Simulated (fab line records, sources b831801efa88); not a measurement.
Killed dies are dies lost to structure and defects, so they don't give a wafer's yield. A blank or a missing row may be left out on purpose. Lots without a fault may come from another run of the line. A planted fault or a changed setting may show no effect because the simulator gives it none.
Which tool did it? | flow sky130 | 10 lots, 30 wafers sampled, at 5 steps of a route of 708

WHAT THE GAUGES READ, wafer by wafer
SKY_CONTACT_THK_MEAS_01.
lot  | measured     | on            | CONTACT_CVD_00_THK (nm)
L766 | day 31 22:28 | film_metro-04 | 74.0 75.2 75.0
L767 | day 32 16:14 | film_metro-03 | 75.2 76.1 76.5
L771 | day 33 16:44 | film_metro-04 | 73.9 74.8 74.4
L773 | day 34 02:19 | film_metro-03 | 74.8 73.8 76.8
L779 | day 36 08:23 | film_metro-03 | 74.5 75.3 75.1
L780 | day 36 11:34 | film_metro-03 | 74.4 75.5 76.5
L783 | day 37 07:31 | film_metro-03 | 74.1 74.4 76.7
L785 | day 37 15:13 | film_metro-02 | 75.1 76.8 76.3
L787 | day 38 02:51 | film_metro-03 | 74.7 74.8 74.7
L788 | day 38 11:28 | film_metro-04 | 73.5 74.6 75.7

SKY_METAL1_RS_MEAS_05: measures by four-point-probe.
lot  | measured     | on            | METAL1_ALCU_RS (ohm/sq)
L766 | day 33 05:04 | film_metro-04 | 0.1280 0.1251 0.1271
L767 | day 33 21:59 | film_metro-01 | 0.1284 0.1273 0.1270
L771 | day 34 22:12 | film_metro-04 | 0.1649 0.1263 0.1270
L773 | day 35 07:41 | film_metro-04 | 0.1250 0.1674 0.1259
L779 | day 37 13:39 | film_metro-01 | 0.1284 0.1277 0.1293
L780 | day 37 17:16 | film_metro-04 | 0.1266 0.1272 0.1264
L783 | day 38 12:25 | film_metro-01 | 0.1262 0.1289 0.1259
L785 | day 38 20:10 | film_metro-01 | 0.1257 0.1265 0.1270
L787 | day 39 06:29 | film_metro-03 | 0.1239 0.1262 0.1251
L788 | day 39 15:59 | film_metro-01 | 0.1261 0.1256 0.1272

SKY_METAL1_THK_MEAS_06: measures by xrf.
lot  | measured     | on            | METAL1_ALCU_THK (nm)
L766 | day 33 05:10 | film_metro-04 | 243 248 245
L767 | day 33 22:05 | film_metro-01 | 246 248 249
L771 | day 34 22:18 | film_metro-04 | 190 245 245
L773 | day 35 07:49 | film_metro-04 | 250 188 248
L779 | day 37 13:46 | film_metro-01 | 248 246 245
L780 | day 37 17:23 | film_metro-04 | 247 245 247
L783 | day 38 12:32 | film_metro-01 | 248 244 249
L785 | day 38 20:17 | film_metro-01 | 248 248 248
L787 | day 39 06:36 | film_metro-03 | 250 248 248
L788 | day 39 16:07 | film_metro-01 | 250 252 250

WHICH TOOL RAN EACH LOT (tool, then ch and the chambers of the sampled wafers, then the start)
lot  | SKY_METAL1_SPUTTER_00        | SKY_METAL1_SPUTTER_02
L766 | pvd_sputter-01, day 33 04:53 | pvd_sputter-01, day 33 04:56
L767 | pvd_sputter-04, day 33 21:49 | pvd_sputter-04, day 33 21:52
L771 | pvd_sputter-01, day 34 22:01 | pvd_sputter-01, day 34 22:04
L773 | pvd_sputter-01, day 35 07:33 | pvd_sputter-01, day 35 07:35
L779 | pvd_sputter-01, day 37 13:31 | pvd_sputter-01, day 37 13:34
L780 | pvd_sputter-01, day 37 17:07 | pvd_sputter-01, day 37 17:10
L783 | pvd_sputter-04, day 38 12:16 | pvd_sputter-04, day 38 12:19
L785 | pvd_sputter-01, day 38 20:01 | pvd_sputter-01, day 38 20:04
L787 | pvd_sputter-01, day 39 06:20 | pvd_sputter-01, day 39 06:23
L788 | pvd_sputter-01, day 39 15:51 | pvd_sputter-01, day 39 15:54
- SKY_METAL1_SPUTTER_00: material Ti, target thk 15 nm, time 10 s.
- SKY_METAL1_SPUTTER_02: material AlCu, target thk 250 nm, time 13.3 s.

WHAT THE TOOLS THEMSELVES READ (means of the sampled wafers that have a number; where no wafer has one, the mark that the record gives instead)
SKY_METAL1_SPUTTER_00.
lot  | tool           | throttle_valve_pct (%)
L766 | pvd_sputter-01 | 30.3
L767 | pvd_sputter-04 | 30.3
L771 | pvd_sputter-01 | 29.0
L773 | pvd_sputter-01 | 29.4
L779 | pvd_sputter-01 | 29.8
L780 | pvd_sputter-01 | 29.5
L783 | pvd_sputter-04 | 30.3
L785 | pvd_sputter-01 | 30.0
L787 | pvd_sputter-01 | 29.8
L788 | pvd_sputter-01 | 29.9

SKY_METAL1_SPUTTER_02.
lot  | tool           | throttle_valve_pct (%)
L766 | pvd_sputter-01 | 30.5
L767 | pvd_sputter-04 | 30.2
L771 | pvd_sputter-01 | 28.9
L773 | pvd_sputter-01 | 29.6
L779 | pvd_sputter-01 | 29.8
L780 | pvd_sputter-01 | 29.5
L783 | pvd_sputter-04 | 30.2
L785 | pvd_sputter-01 | 29.9
L787 | pvd_sputter-01 | 29.7
L788 | pvd_sputter-01 | 29.8

THE ANSWER, worked out from the rows above alone
Rule: what is usual is taken from the lots themselves. Put in order of their means at a reading, lots are off if they are a third of the lots or fewer, leave a main group of 4 or more, and stand apart from it by a gap of 3 or more times the standard deviation of the main group's means; of several such gaps the widest counts. A main group whose means are all the same, to the digits that the tables above print for the reading, isn't used. A lot without any number at a reading at which 4 lots or more have one is off too. The other lots that the step has rows for count as sound. The gauges are gone through in route order, then the tools' own readings, and for those a lot's mean is taken as printed above. The first step at which some lot is off is used, and at that step the reading that is off furthest; a lot without a number counts as furthest.
Off: L771, L773, at SKY_METAL1_RS_MEAS_05 (METAL1_ALCU_RS). The main group: mean 0.1268 ohm/sq, standard deviation 0.00092.
A tool fits if, at a process step before that reading, it ran every lot that is off, and no sound lot after the first of them. The gauges at SKY_METAL1_RS_MEAS_05 are tried like those tools. None of those tried fits.

WHAT THE SIMULATOR HAD PUT IN
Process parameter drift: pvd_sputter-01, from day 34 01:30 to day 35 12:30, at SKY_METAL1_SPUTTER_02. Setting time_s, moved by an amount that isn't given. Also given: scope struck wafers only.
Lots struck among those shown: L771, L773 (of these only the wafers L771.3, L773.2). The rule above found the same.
